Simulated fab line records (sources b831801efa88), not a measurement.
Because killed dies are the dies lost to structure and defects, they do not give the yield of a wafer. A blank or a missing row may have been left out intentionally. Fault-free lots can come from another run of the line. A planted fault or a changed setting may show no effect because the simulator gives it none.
Comparing a struck lot with a sound one    flow sky130    25 steps out of a route of 708
Sound: the wafers L272.1, L272.2, L272.3. Wafers L284.3, L284.4, L284.6 were the ones struck. The cause is given at the end.
Order at every step that has rows: each side's tool, ch and its chambers, its first start. Under that, the readings that differ: sound wafers    struck wafers    difference of the means    sigmas: that difference in standard deviations of wafers without a fault.
alike: readings with means less than 2 such deviations apart, plus words and numbers identical on both sides. not compared: withheld readings, readings lacking a value on some wafer, bounds such as >300 that could conceal the same value, and numbers that have no deviation in the record and whose values overlap.
A row with sigmas, a row that says differs or no value, or rows on one side alone: a step with any of these is where the two part. Non-overlapping numbers with no deviation appear without sigmas and do not part them. A reading missing from all wafers of one side parts the sides only when that side holds two or more wafers.

first, 8 steps without rows for these wafers: SKY_POLY_CUT_DEHYDRATE_00 (time 60 s); SKY_POLY_CUT_HMDS_01 (prime time 60 s); SKY_POLY_CUT_COAT_02 (resist thk 60 nm); SKY_POLY_CUT_COAT_03 (resist thk 450 nm); SKY_POLY_CUT_SOFTBAKE_04 (time 90 s); SKY_POLY_CUT_EXPOSE_05 (exposes mask NPCM, target cd 270 nm); SKY_POLY_CUT_PEB_06; SKY_POLY_CUT_DEVELOP_07 (develop time 60 s).
SKY_POLY_CUT_CD_MEAS_08: target cd 270 nm.
  sound on cdSem-02, day 24 21:28; struck on cdSem-02, day 29 02:05
  alike: cdNm
SKY_POLY_CUT_OVL_MEAS_09:
  sound on overlay-02, day 24 21:35; struck on overlay-01, day 29 02:11
  alike: POLY_CUT_OVL
SKY_POLY_CUT_ETCH_10: etches BARC in N2/H2, stops on SiO2, time 45.9 s, target depth 60 nm.
  sound on rieDiel-01 ch 0,1,3, day 24 21:37; struck on rieDiel-04 ch 0,2,3, day 29 02:12
  alike: biasW, drypumpMotorCurrentA, oesProductAu, rfFwdPowerW, throttleValvePct
  not compared: rfHoursCounterH
SKY_POLY_CUT_ETCH_11: etches Si3N4 in CF4/CH2F2/Ar, stops on poly-Si, time 42.5 s, target depth 60 nm.
  sound on rieDiel-01 ch 0,1,3, day 24 21:40; struck on rieDiel-04 ch 0,2,3, day 29 02:14
  alike: biasW, cf4FlowSccm, drypumpMotorCurrentA, mfcArSccm, oesProductAu, rfFwdPowerW, throttleValvePct
  not compared: rfHoursCounterH
SKY_POLY_CUT_STRIP_12: strips in O2/N2.
  sound on plasmaAsher-04 ch 0,1, day 24 21:42; struck on plasmaAsher-04 ch 0,1, day 29 02:19
  no value came back on the struck wafers for chamberPressureMTorr (mTorr), drypumpMotorCurrentA (A), oesProductAu (a.u.), stripTimeToEndpointS (s); on the sound wafers chamberPressureMTorr (mTorr) reads 1500.0 1498.3 1498.1
reading                                         sound  struck           difference  sigmas
model.KrF-thick_of_POLY_CUT_COAT_03.thkNm (nm)  0 0 0  408.5 408.2 408  +408.2      
  not compared: rfHoursCounterH
then, 7 steps without rows for these wafers: SKY_SD_P_DEHYDRATE_00 (time 60 s); SKY_SD_P_HMDS_01 (prime time 60 s); SKY_SD_P_COAT_02 (resist thk 1140 nm); SKY_SD_P_SOFTBAKE_03 (time 60 s); SKY_SD_P_EXPOSE_04 (exposes mask PSDM, target cd 380 nm); SKY_SD_P_PEB_05; SKY_SD_P_DEVELOP_06 (develop time 60 s).
SKY_SD_P_CD_MEAS_07: target cd 380 nm.
  sound on cdSem-01, day 26 02:46; struck on cdSem-01, day 30 06:38
  alike: cdNm
SKY_SD_P_OVL_MEAS_08:
  sound on overlay-01, day 26 02:53; struck on overlay-01, day 30 06:44
reading        sound        struck       difference  sigmas
SD_P_OVL (nm)  3.7 3.0 2.9  1.4 0.9 0.1  -2.4        -2
following that, these wafers have no rows for 1 step: SKY_SD_P_IMPLANT_09.
SKY_SD_P_STRIP_10: strips in O2/N2.
  sound on plasmaAsher-02 ch 0,1, day 26 03:04; struck on plasmaAsher-01 ch 0,1, day 30 06:56
reading                   sound              struck             difference  sigmas
oesProductAu (a.u.)       0.619 0.608 0.620  0.571 0.569 0.577  -0.043      -10
stripTimeToEndpointS (s)  17.55 17.53 17.53  22.92 22.93 22.90  +5.38       +99 or more
  alike: chamberPressureMTorr, drypumpMotorCurrentA
  not compared: rfHoursCounterH
SKY_SD_P_TW_MEAS_11:
  sound on filmMetro-01, day 26 03:10; struck on filmMetro-03, day 30 07:15
reading  sound           struck    difference  sigmas
SD_P_TW  2876 2870 2873  29 29 29  -2844       -69
  not compared: hold

== WHERE THEY PART ==
Last at SKY_SD_P_TW_MEAS_11 as far as this record goes, first at SKY_POLY_CUT_STRIP_12.

WHY: the cause the simulator had injected
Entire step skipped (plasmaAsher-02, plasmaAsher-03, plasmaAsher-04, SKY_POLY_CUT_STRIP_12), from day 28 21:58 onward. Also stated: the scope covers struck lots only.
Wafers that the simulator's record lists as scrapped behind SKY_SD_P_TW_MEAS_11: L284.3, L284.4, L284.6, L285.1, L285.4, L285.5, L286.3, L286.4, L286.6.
